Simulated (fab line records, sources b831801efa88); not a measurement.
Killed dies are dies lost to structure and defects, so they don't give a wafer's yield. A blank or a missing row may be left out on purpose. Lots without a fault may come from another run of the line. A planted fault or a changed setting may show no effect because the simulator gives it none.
fab line records | flow sky130
record lots=12 wafers=36 last_day=50
route steps=708 shown NWELL@73 RES_PROTECT@214 SD_P@327 SD_N@354
lots that met no fault: from a run of the same line without faults
start_h: hours from the record's first day to the start of the lot's first wafer shown | wait_h: hours since the lot's step before | " the same as in the row above | L1.1+2: a row that stands for several wafers | - no value, or no start given | * or withheld: withheld | < > ~ a bound
route shown NAME@n: a module of which the file shows steps, and the number in the route of the first | usual: mean/standard deviation of fault-free wafers | same: alike in all rows | chamber/n: place in a boat | sites: the reading at each site | _std_site: their standard deviation | _edge_site: outer sites' mean less inner sites' | radius_mm: how far each site lies from the wafer's centre | mask NAME#n: copy n | behind: the tool/chamber that last shaped the wafer | hold: why the lot was held/for how many hours/how that ended | device: the transistor (n, p or np) that didn't switch | end of line: the same wafers' tests at the end of the route | a step without rows: its recipe alone | killed: dies lost to structure and defects at the first sort, not the wafer's yield | map: a wafer's dies, x killed, . not, _ none there
set.NAME: the setting as run; set.NAME@STEP: as run at that earlier step | model.NAME: the simulator's own value behind a step, which no gauge read
steps of the route over a sample of lots; a table a step, a row a wafer
services: from which hour (start_h, from the record's first day; less than 0 if before it) a tool's chamber was out of use, for how many hours, and why
## steps
# step SKY_NWELL_EXPOSE_20
# recipe mask_id=NWM_COMPLEMENT na=0.6 source_shape=conventional sigma_outer=0.6 polarization=unpolarized target_cd_nm=840 dose_mj=260
# usual reticle_temp_C=23.02/0.12
# columns lot.wafer tool chamber start_h wait_h mask reticle_temp_C
L696.2 iline_stepper-02 0 96.65 - NWM_COMPLEMENT#0 23.12
L696.4 " 0 " " NWM_COMPLEMENT#0 23.07
L696.6 " 0 " " NWM_COMPLEMENT#0 23.11
L697.1 iline_stepper-01 0 103.02 - NWM_COMPLEMENT#0 23.25
L697.3 " 0 " " NWM_COMPLEMENT#0 23.09
L697.4 " 0 " " NWM_COMPLEMENT#0 23.04
L699.2 iline_stepper-02 0 120.45 - NWM_COMPLEMENT#0 23.03
L699.3 " 0 " " NWM_COMPLEMENT#0 23.15
L699.5 " 0 " " NWM_COMPLEMENT#0 22.99
L700.1 iline_stepper-01 0 124.65 - NWM_COMPLEMENT#0 23.14
L700.5 " 0 " " NWM_COMPLEMENT#0 22.89
L700.6 " 0 " " NWM_COMPLEMENT#0 22.97
L701.2 iline_stepper-02 0 132.43 - NWM_COMPLEMENT#0 23.05
L701.3 " 0 " " NWM_COMPLEMENT#0 23.18
L701.5 " 0 " " NWM_COMPLEMENT#0 23.15
L702.1 iline_stepper-02 0 136.43 - NWM_COMPLEMENT#0 22.87
L702.4 " 0 " " NWM_COMPLEMENT#0 22.82
L702.6 " 0 " " NWM_COMPLEMENT#0 22.95
L704.2 iline_stepper-02 0 142.10 - NWM_COMPLEMENT#0 23.22
L704.4 " 0 " " NWM_COMPLEMENT#0 23.00
L704.5 " 0 " " NWM_COMPLEMENT#0 23.14
L706.3 iline_stepper-02 0 156.03 - NWM_COMPLEMENT_R1#0 22.81
L706.4 " 0 " " NWM_COMPLEMENT_R1#0 23.07
L706.5 " 0 " " NWM_COMPLEMENT_R1#0 23.05
L716.1 iline_stepper-02 0 215.83 - NWM_COMPLEMENT#0 23.01
L716.4 " 0 " " NWM_COMPLEMENT#0 23.03
L716.5 " 0 " " NWM_COMPLEMENT#0 23.05
L717.1 iline_stepper-01 0 225.17 - NWM_COMPLEMENT#0 23.21
L717.5 " 0 " " NWM_COMPLEMENT#0 23.10
L717.6 " 0 " " NWM_COMPLEMENT#0 23.24
L718.2 iline_stepper-02 0 230.98 - NWM_COMPLEMENT#0 22.94
L718.3 " 0 " " NWM_COMPLEMENT#0 22.94
L718.6 " 0 " " NWM_COMPLEMENT#0 23.07
L719.1 iline_stepper-01 0 234.66 - NWM_COMPLEMENT#0 22.85
L719.4 " 0 " " NWM_COMPLEMENT#0 22.93
L719.6 " 0 " " NWM_COMPLEMENT#0 22.94
# step SKY_RES_PROTECT_STRIP_07
# recipe chemistry=O2/N2 power_w=1400 pressure_mtorr=1500 platen_temp_c=withheld o2_flow_sccm=3000 n2_flow_sccm=300 overash_fraction=0.5
# usual drypump_motor_current_A=5.7/0.52 n2_flow_sccm=300.0/0.97 oes_product_au=0.517/0.0052 strip_time_to_endpoint_s=23.29/0.037
# columns lot.wafer tool chamber start_h wait_h drypump_motor_current_A n2_flow_sccm oes_product_au rf_hours_counter_h strip_time_to_endpoint_s
L696.2 plasma_asher-02 0 354.45 0.1 5.6 301.2 0.515 73 23.32
L696.4 " 1 " " 5.3 299.8 0.517 - 23.33
L696.6 " 1 " " 5.2 299.7 0.521 - 23.26
L697.1 plasma_asher-04 0 354.75 0.1 6.0 299.7 0.521 24 23.30
L697.3 " 0 " " 6.0 298.0 0.511 - 23.30
L697.4 " 1 " " 6.5 297.5 0.516 - 23.28
L700.1 plasma_asher-02 0 382.60 0.1 5.6 300.3 0.515 76 23.25
L700.5 " 0 " " 5.6 301.4 0.517 - 23.25
L700.6 " 1 " " 5.3 301.1 0.519 - 23.25
L699.2 plasma_asher-02 0 383.28 0.1 5.6 299.1 0.506 76 23.26
L699.3 " 0 " " 5.6 300.7 0.518 - 23.30
L699.5 " 1 " " 5.3 300.2 0.519 - 23.31
L702.1 plasma_asher-03 0 395.10 0.1 4.7 300.0 0.516 75 23.30
L702.4 " 1 " " 5.9 299.9 0.517 - 23.32
L702.6 " 0 " " 4.7 300.4 0.519 - 23.27
L701.2 plasma_asher-04 1 397.10 0.1 6.5 298.3 0.523 28 23.27
L701.3 " 1 " " 6.5 298.5 0.514 - 23.31
L701.5 " 0 " " 6.0 299.6 0.521 - 23.32
L704.2 plasma_asher-02 1 408.45 0.1 5.2 300.0 0.511 79 23.26
L704.4 " 1 " " 5.2 300.9 0.518 - 23.29
L704.5 " 0 " " 5.6 300.0 0.507 - 23.29
L706.3 plasma_asher-02 0 425.83 0.1 5.6 298.3 0.517 - 23.28
L706.4 " 1 " " 5.3 299.4 0.523 - 23.22
L706.5 " 0 " " 5.6 299.5 0.517 - 23.24
L716.1 plasma_asher-04 0 510.85 0.1 6.0 300.8 0.507 38 23.31
L716.4 " 1 " " 6.5 301.2 0.521 - 23.30
L716.5 " 1 " " 6.5 298.7 0.523 - 23.27
L717.1 plasma_asher-03 0 526.45 0.1 4.7 299.6 0.509 7 23.23
L717.5 " 1 " " 5.9 301.0 0.520 - 23.20
L717.6 " 0 " " 4.7 299.6 0.517 - 23.24
L718.2 plasma_asher-04 0 530.87 0.1 6.0 300.3 0.510 40 23.28
L718.3 " 1 " " 6.5 300.5 0.512 - 23.25
L718.6 " 0 " " 6.0 300.8 0.515 - 23.20
L719.1 plasma_asher-02 0 534.47 0.1 5.7 301.0 0.520 94 23.25
L719.4 " 1 " " 5.2 300.3 0.511 - 23.24
L719.6 " 1 " " 5.3 299.7 0.511 - 23.23
# step SKY_SD_P_CD_MEAS_07
# recipe target_cd_nm=380
# usual cd_nm=379.5/2.7
# columns lot.wafer tool chamber start_h wait_h cd_nm
L696.2 cd_sem-02 - 603.52 0.1 380.0
L696.4 " - " " 384.8
L696.6 " - " " 382.5
L697.1 cd_sem-02 - 604.45 0.1 378.6
L697.3 " - " " 376.6
L697.4 " - " " 377.5
L700.1 cd_sem-02 - 631.97 0.1 380.2
L700.5 " - " " 380.3
L700.6 " - " " 381.9
L699.2 cd_sem-02 - 632.29 0.1 380.1
L699.3 " - " " 378.3
L699.5 " - " " 379.2
L702.1 cd_sem-01 - 642.76 1.0 378.6
L702.4 " - " " 377.6
L702.6 " - " " 377.9
L701.2 cd_sem-01 - 644.94 0.1 372.4
L701.3 " - " " 376.2
L701.5 " - " " 372.8
L704.2 cd_sem-02 - 654.77 0.1 378.0
L704.4 " - " " 377.5
L704.5 " - " " 377.2
L706.3 cd_sem-01 - 672.34 0.1 378.2
L706.4 " - " " 382.0
L706.5 " - " " 379.7
L716.1 cd_sem-02 - 746.95 0.1 378.1
L716.4 " - " " 378.1
L716.5 " - " " 379.5
L717.1 cd_sem-02 - 761.70 0.1 384.3
L717.5 " - " " 378.6
L717.6 " - " " 378.2
L718.2 cd_sem-01 - 764.99 0.2 378.3
L718.3 " - " " 378.7
L718.6 " - " " 380.0
L719.1 cd_sem-02 - 765.57 0.1 382.3
L719.4 " - " " 381.3
L719.6 " - " " 383.0
# step SKY_SD_N_TW_MEAS_12
# usual SD_N_TW=3936/46
# columns lot.wafer tool chamber start_h wait_h SD_N_TW
L696.2 film_metro-02 - 661.31 0.1 3944
L696.4 " - " " 3968
L696.6 " - " " 3945
L697.1 film_metro-02 - 662.33 0.1 3963
L697.3 " - " " 3952
L697.4 " - " " 3948
L700.1 film_metro-02 - 689.58 0.1 3960
L700.5 " - " " 3966
L700.6 " - " " 3954
L699.2 film_metro-01 - 689.89 0.1 3922
L699.3 " - " " 3902
L699.5 " - " " 3917
L702.1 film_metro-02 - 699.35 0.1 3971
L702.4 " - " " 3963
L702.6 " - " " 3955
L701.2 film_metro-03 - 700.89 0.1 3912
L701.3 " - " " 3905
L701.5 " - " " 3896
L704.2 film_metro-02 - 711.44 0.1 4000
L704.4 " - " " 3977
L704.5 " - " " 3991
L706.3 film_metro-02 - 728.21 0.1 4010
L706.4 " - " " 3993
L706.5 " - " " 3989
L716.1 film_metro-01 - 798.93 0.1 3860
L716.4 " - " " 3874
L716.5 " - " " 3861
L717.1 film_metro-03 - 816.49 0.1 3910
L717.5 " - " " 3944
L717.6 " - " " 3932
L718.2 film_metro-03 - 819.16 0.1 3899
L718.3 " - " " 3920
L718.6 " - " " 3895
L719.1 film_metro-02 - 820.34 0.1 3989
L719.4 " - " " 3991
L719.6 " - " " 3984
## services
# columns tool chamber start_h hours kind
iline_stepper-02 - 74.51 1.7 pm
iline_stepper-01 - 91.53 2.6 repair
iline_stepper-02 - 97.28 7.9 repair
plasma_asher-04 - 108.75 9.0 pm
plasma_asher-03 - 145.03 2.8 pm
iline_stepper-01 - 160.33 4.3 pm
plasma_asher-02 - 168.98 0.7 repair
plasma_asher-04 - 203.15 1.4 repair
iline_stepper-01 - 212.84 1.7 pm
iline_stepper-02 - 255.25 4.4 pm
iline_stepper-02 - 307.92 9.1 repair
plasma_asher-02 - 318.86 2.8 repair
plasma_asher-04 - 320.73 2.9 repair
plasma_asher-04 - 350.92 3.7 repair
iline_stepper-01 - 378.43 2.1 pm
plasma_asher-04 - 399.07 1.4 repair
plasma_asher-04 - 430.39 14.6 pm
iline_stepper-01 - 431.02 1.7 pm
plasma_asher-02 - 434.87 0.5 repair
iline_stepper-02 - 442.79 8.0 repair
plasma_asher-04 - 460.72 1.4 repair
iline_stepper-01 - 491.38 1.5 repair
iline_stepper-01 - 505.69 5.8 repair
iline_stepper-02 - 511.54 1.7 pm
## key
first_sign step=SKY_NWELL_EXPOSE_20 reading=mask direction=changed
effect none on later readings
met_at SKY_NWELL_EXPOSE_20
struck_lots L706
tester_left_out L706
not_acting_at SKY_RES_PROTECT_STRIP_07,SKY_SD_P_CD_MEAS_07,SKY_SD_N_TW_MEAS_12
onset_between 142.10 156.03
fault kind=wrong_mask tool=any chamber=- onset_h=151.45 steps=SKY_NWELL_EXPOSE_20 aux_copy=NWM_COMPLEMENT_R1#0 cd_offset_nm=-168 scope=struck_lots_only
# tester_left_out: of these lots the tester's yield and bins aren't shown, on N5 and GAA mostly nor the transistor test; their killed dies are dies lost to structure and defects alone, not to doping, threshold or leakage, so they don't give the yield
